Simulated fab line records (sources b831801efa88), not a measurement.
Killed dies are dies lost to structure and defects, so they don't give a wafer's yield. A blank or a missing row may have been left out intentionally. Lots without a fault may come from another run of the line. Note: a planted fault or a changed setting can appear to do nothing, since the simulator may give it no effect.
2 desks, one fault -- flow gf180mcu -- numbers are kept per desk, each desk with only its own; the story behind them comes last

FROM THE METROLOGY DESK
Means of the sampled wafers that have a number, per lot and without regard to the tool the lot ran on: this is what the gauges read. Any lot whose mean is over 4 standard deviations away from the usual mean is out of limits and marked OUT; that distance is given in the brackets.
Columns: A = V4_W_RS at GF_V4_RS_MEAS_24, usual 0.328 ohm/sq
lot,first seen here,A
L347,day 24 08:56,0.332
L348,day 25 00:16,0.325
L349,day 25 05:12,0.329
L350,day 25 10:04,0.328
L351,day 25 21:32,0.329
L352,day 26 04:29,0.329
L353,day 26 18:11,0.332
L354,day 27 01:15,0.329
L355,day 27 04:18,0.329
L357,day 27 23:28,0.329
L360,day 28 17:11,0.329
Finding of this desk: none of the 11 lots has anything out of limits.

FOR THE TOOL OWNER'S DESK: litho-track-01
The tool's own readings at GF_MIM_COAT_14 (resist thk 1000 nm): means of the sampled wafers that have a number, for each lot that ran on this tool. Any lot whose mean is over 4 standard deviations away from the usual mean is out of limits and marked OUT; that distance is given in the brackets.
Columns: A = exhaust-pa at GF_MIM_COAT_14, usual 45.2 Pa; B = spin-speed-rpm at GF_MIM_COAT_14, usual 3000.4 rpm
lot,first seen here,A,B
L349,day 25 16:22,44.7,2999.4
L351,day 26 07:55,45.3,3000.9
L352,day 26 15:31,45.0,2999.3
L353,day 27 04:37,43.8,3002.3
L355,day 27 14:34,44.9,3000.0
L357,day 28 08:49,45.2,3117.0 (+53) OUT
L360,day 29 02:28,45.9,3120.2 (+54) OUT
This desk finds L357, L360 out of limits, L357 being first, at day 28 08:49 (spin-speed-rpm at GF_MIM_COAT_14). Within limits: L349, L351, L352, L353, L355.

TAKEN TOGETHER
The tool owner's desk could have raised an alarm at day 28 08:49, on L357, L360.
From the metrology desk's view, nothing was out of limits.
The metrology desk has L357, L360 on record, within its limits.
Of the lots named, all ran GF_MIM_COAT_14 on litho-track-01.

WHAT THE SIMULATOR PUT IN
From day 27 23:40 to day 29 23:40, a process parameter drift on litho-track-01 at GF_MIM_COAT_14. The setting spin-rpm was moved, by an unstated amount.
Lots struck among those shown: L357, L360.
Each desk's first reading out of limits, in hours after the fault started: the tool owner's desk, 9.
